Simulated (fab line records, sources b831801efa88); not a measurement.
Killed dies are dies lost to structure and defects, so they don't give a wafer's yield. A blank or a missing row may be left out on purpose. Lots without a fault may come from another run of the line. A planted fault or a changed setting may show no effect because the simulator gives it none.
Problem report in the 8D (eight disciplines) form, filled by code | flow sky130 | the parts of the form that need people (team, actions taken, sign-off) are left out

1. THE PROBLEM
FIELD_ISO_CVD_24_THK at SKY_FIELD_ISO_THK_MEAS_25 reads a mean of 432 nm on 3 wafers of 2 lots; wafers without a fault read 595 nm with a standard deviation of 7.6. That is -21 standard deviations from the usual mean.
First seen on wafer L375.4, day 4 01:20, on film_metro-04. The record holds 33 wafers of 11 lots with a number at this step. Rule for "out", or "out of limits": more than 4 standard deviations from the usual mean. The other wafers with a number count as sound.

2. WHAT IT IS AND WHAT IT IS NOT
question                    | is                           | is not
which readings at this step | FIELD_ISO_CVD_24_THK         | -
which lots                  | L375, L377                   | L368, L369, L370, L372, L373, L385, L387, L389, L390
which wafers of those lots  | L375.4, L375.5, L377.4       | L375.1, L377.2, L377.3
read on which gauges        | film_metro-01, film_metro-04 | film_metro-02
when                        | from day 4 01:20             | up to then (16 sound wafers); but 14 sound wafers of L377, L385, L387, L389, L390 came after

3. SUSPECTS, AND WHAT RULES EACH OUT
Counting: a tool at a process step up to the reading stays a suspect if it ran every lot that is out. Sound lots after the first of them don't rule it out here, since some wafers of a struck lot are sound.
- the gauge at SKY_FIELD_ISO_THK_MEAS_25: ruled out. The wafers that are out were read on 2 gauges (film_metro-01, film_metro-04).
- hdpcvd-01 at SKY_FIELD_ISO_CVD_24 (deposits SiO2, target thk 595 nm, time 99.2 s): kept. It ran every lot that is out, first L375 (day 4 01:16); its last sound lot up to then is L373 (day 3 14:27).
Left after counting: hdpcvd-01 at SKY_FIELD_ISO_CVD_24.

4. THE CAUSE (what the simulator had put in)
Process parameter drift: hdpcvd-01, from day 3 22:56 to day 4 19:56, at SKY_FIELD_ISO_CVD_24. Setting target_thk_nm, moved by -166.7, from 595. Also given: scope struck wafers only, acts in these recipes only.
Counting left only this tool.

5. THE CHAIN OF EFFECTS, in route order
Each row: a reading whose mean over the struck wafers that have a number lies more than 3 standard deviations from the usual. Only readings for which the record gives a usual standard deviation are gone through. hours: the time from each lot's start at the first step in this table that gives one to its start at this step, as a median over the lots. sigmas: the change in usual standard deviations.
hours | step                      | reading              | usual  | on struck wafers | change | sigmas
0     | SKY_FIELD_ISO_THK_MEAS_25 | FIELD_ISO_CVD_24_THK | 595 nm | 432              | -163   | -21
3     | SKY_FIELD_ISO_CMP_27      | time_to_endpoint_s   | 112 s  | 81               | -31    | -7.5
The process steps in it:
- SKY_FIELD_ISO_CMP_27: polishes, stops on Si3N4, t overpolish 16 s, target thk 457.8 nm.
Later measuring or inspecting steps at which every struck wafer that the step has a row for has a number for every such reading, and none has moved that far: SKY_NWELL_RS_MEAS_31.

6. WHAT WOULD HAVE CAUGHT IT SOONER
In this record the first reading out of limits at a measuring or inspecting step was taken at day 4 01:20, 2 hours after the fault began at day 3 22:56.
Of the lots that are out (2), L377 began SKY_FIELD_ISO_CVD_24 on hdpcvd-01 after day 4 01:20. A hold on the tool at that time would have spared it.
